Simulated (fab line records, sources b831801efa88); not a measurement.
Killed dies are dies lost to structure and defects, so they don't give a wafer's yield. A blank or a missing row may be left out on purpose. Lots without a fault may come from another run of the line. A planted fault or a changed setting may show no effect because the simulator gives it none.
Which tool did it? | flow sky130 | 12 lots, 36 wafers sampled, at 5 steps of a route of 708

WHAT THE GAUGES READ, wafer by wafer
SKY_LI_CONTACT_THK_MEAS_01.
lot  | measured     | on            | LI_CONTACT_HDPCVD_THK (nm)
L666 | day 28 12:35 | film_metro-01 | 957 946 949
L670 | day 30 05:38 | film_metro-01 | 948 941 949
L671 | day 30 14:10 | film_metro-03 | 939 941 957
L672 | day 30 21:50 | film_metro-03 | 940 924 939
L673 | day 31 11:08 | film_metro-03 | 923 941 937
L680 | day 33 09:31 | film_metro-04 | 927 929 928
L681 | day 33 13:38 | film_metro-01 | 925 922 936
L682 | day 34 05:44 | film_metro-01 | 948 940 931
L683 | day 34 07:02 | film_metro-04 | 911 942 925
L684 | day 34 20:43 | film_metro-01 | 926 935 924
L685 | day 34 22:53 | film_metro-01 | 925 923 916
L686 | day 35 06:11 | film_metro-04 | 933 924 949

SKY_LOCAL_INTERCONNECT_CD_MEAS_11: target cd 170 nm.
lot  | measured     | on        | cd_nm (nm)
L666 | day 30 22:16 | cd_sem-02 | 169.5 169.9 170.6
L670 | day 32 14:14 | cd_sem-01 | 169.7 172.0 169.2
L671 | day 32 22:34 | cd_sem-01 | 169.8 169.1 167.6
L672 | day 33 05:46 | cd_sem-01 | 171.1 170.0 169.5
L673 | day 33 19:40 | cd_sem-01 | 172.1 172.5 172.1
L680 | day 35 16:22 | cd_sem-01 | 170.3 168.9 170.0
L681 | day 35 20:04 | cd_sem-02 | 172.0 171.1 169.7
L682 | day 36 12:20 | cd_sem-02 | 169.2 168.8 169.8
L683 | day 36 14:28 | cd_sem-01 | 168.7 168.1 169.9
L684 | day 37 03:58 | cd_sem-01 | 171.0 173.1 171.2
L685 | day 37 05:40 | cd_sem-02 | 169.4 169.8 170.3
L686 | day 37 12:25 | cd_sem-02 | 170.6 168.7 169.6

SKY_CONTACT_THK_MEAS_03.
lot  | measured     | on            | CONTACT_HDPCVD_THK (nm)
L666 | day 30 23:27 | film_metro-02 | 571 570 564
L670 | day 32 15:18 | film_metro-02 | 568 571 1021
L671 | day 32 23:37 | film_metro-01 | 571 562 564
L672 | day 33 06:49 | film_metro-01 | 572 1013 570
L673 | day 33 20:43 | film_metro-02 | 564 567 558
L680 | day 35 17:26 | film_metro-04 | 561 570 571
L681 | day 35 21:13 | film_metro-04 | 568 567 557
L682 | day 36 13:22 | film_metro-01 | 560 565 564
L683 | day 36 15:31 | film_metro-01 | 566 568 576
L684 | day 37 04:58 | film_metro-01 | 580 573 572
L685 | day 37 06:44 | film_metro-02 | 563 561 571
L686 | day 37 13:29 | film_metro-02 | 562 571 561

WHICH TOOL RAN EACH LOT (tool, then ch and the chambers of the sampled wafers, then the start)
lot  | SKY_LI_CONTACT_CMP_02         | SKY_CONTACT_HDPCVD_02
L666 | cmp-02 ch 1,2, day 28 12:38   | hdpcvd-02 ch 0,2, day 30 23:23
L670 | cmp-01 ch 0,2, day 30 05:44   | hdpcvd-01 ch 0,1,2, day 32 15:13
L671 | cmp-01 ch 1,2, day 30 14:16   | hdpcvd-02 ch 0,1,2, day 32 23:32
L672 | cmp-01 ch 0,2,3, day 30 22:03 | hdpcvd-01 ch 0,1,2, day 33 06:45
L673 | cmp-02 ch 0,1,3, day 31 11:15 | hdpcvd-02 ch 1,2, day 33 20:39
L680 | cmp-02 ch 0,1,3, day 33 09:34 | hdpcvd-02 ch 0,2, day 35 17:22
L681 | cmp-02 ch 1,2,3, day 33 13:41 | hdpcvd-02 ch 0,1, day 35 21:09
L682 | cmp-01 ch 2,3, day 34 05:47   | hdpcvd-02 ch 1,2, day 36 13:17
L683 | cmp-01 ch 0,1, day 34 07:08   | hdpcvd-01 ch 0,2, day 36 15:26
L684 | cmp-02 ch 0,1,3, day 34 21:05 | hdpcvd-01 ch 0,1,2, day 37 04:54
L685 | cmp-02 ch 1,2,3, day 34 23:10 | hdpcvd-02 ch 0,1,2, day 37 06:40
L686 | cmp-02 ch 1,2,3, day 35 06:21 | hdpcvd-02 ch 0,1, day 37 13:25
- SKY_LI_CONTACT_CMP_02: polishes PSG.
- SKY_CONTACT_HDPCVD_02: deposits SiO2, target thk 565 nm, time 94.2 s.

WHAT THE TOOLS THEMSELVES READ (means of the sampled wafers that have a number; where no wafer has one, the mark that the record gives instead)
SKY_LI_CONTACT_CMP_02.
lot  | tool   | motor_current_A (A) | time_to_endpoint_s (s)
L666 | cmp-02 | 12.9                | 32.5
L670 | cmp-01 | 10.9                | 31.6
L671 | cmp-01 | 11.8                | 38.5
L672 | cmp-01 | 11.5                | 31.3
L673 | cmp-02 | 12.2                | 31.5
L680 | cmp-02 | 12.6                | 30.1
L681 | cmp-02 | 12.7                | 29.9
L682 | cmp-01 | 10.9                | 32.4
L683 | cmp-01 | 12.2                | 35.9
L684 | cmp-02 | 12.1                | 32.3
L685 | cmp-02 | 12.8                | 32.5
L686 | cmp-02 | 12.7                | 34.6

SKY_CONTACT_HDPCVD_02.
lot  | tool      | susceptor_temp_C (C)
L666 | hdpcvd-02 | 600.00
L670 | hdpcvd-01 | 599.86
L671 | hdpcvd-02 | 600.07
L672 | hdpcvd-01 | 599.71
L673 | hdpcvd-02 | 599.92
L680 | hdpcvd-02 | 599.87
L681 | hdpcvd-02 | 600.27
L682 | hdpcvd-02 | 600.10
L683 | hdpcvd-01 | 599.90
L684 | hdpcvd-01 | 600.21
L685 | hdpcvd-02 | 600.01
L686 | hdpcvd-02 | 599.97

THE ANSWER, worked out from the rows above alone
Rule: what is usual is taken from the lots themselves. Put in order of their means at a reading, lots are off if they are a third of the lots or fewer, leave a main group of 4 or more, and stand apart from it by a gap of 3 or more times the standard deviation of the main group's means; of several such gaps the widest counts. A main group whose means are all the same, to the digits that the tables above print for the reading, isn't used. A lot without any number at a reading at which 4 lots or more have one is off too. The other lots that the step has rows for count as sound. The gauges are gone through in route order, then the tools' own readings, and for those a lot's mean is taken as printed above. The first step at which some lot is off is used, and at that step the reading that is off furthest; a lot without a number counts as furthest.
Off: L670, L672, at SKY_CONTACT_THK_MEAS_03 (CONTACT_HDPCVD_THK). The main group: mean 567 nm, standard deviation 3.5.
A tool fits if, at a process step before that reading, it ran every lot that is off, and no sound lot after the first of them. The gauges at SKY_CONTACT_THK_MEAS_03 are tried like those tools. None of those tried fits.

WHAT THE SIMULATOR HAD PUT IN
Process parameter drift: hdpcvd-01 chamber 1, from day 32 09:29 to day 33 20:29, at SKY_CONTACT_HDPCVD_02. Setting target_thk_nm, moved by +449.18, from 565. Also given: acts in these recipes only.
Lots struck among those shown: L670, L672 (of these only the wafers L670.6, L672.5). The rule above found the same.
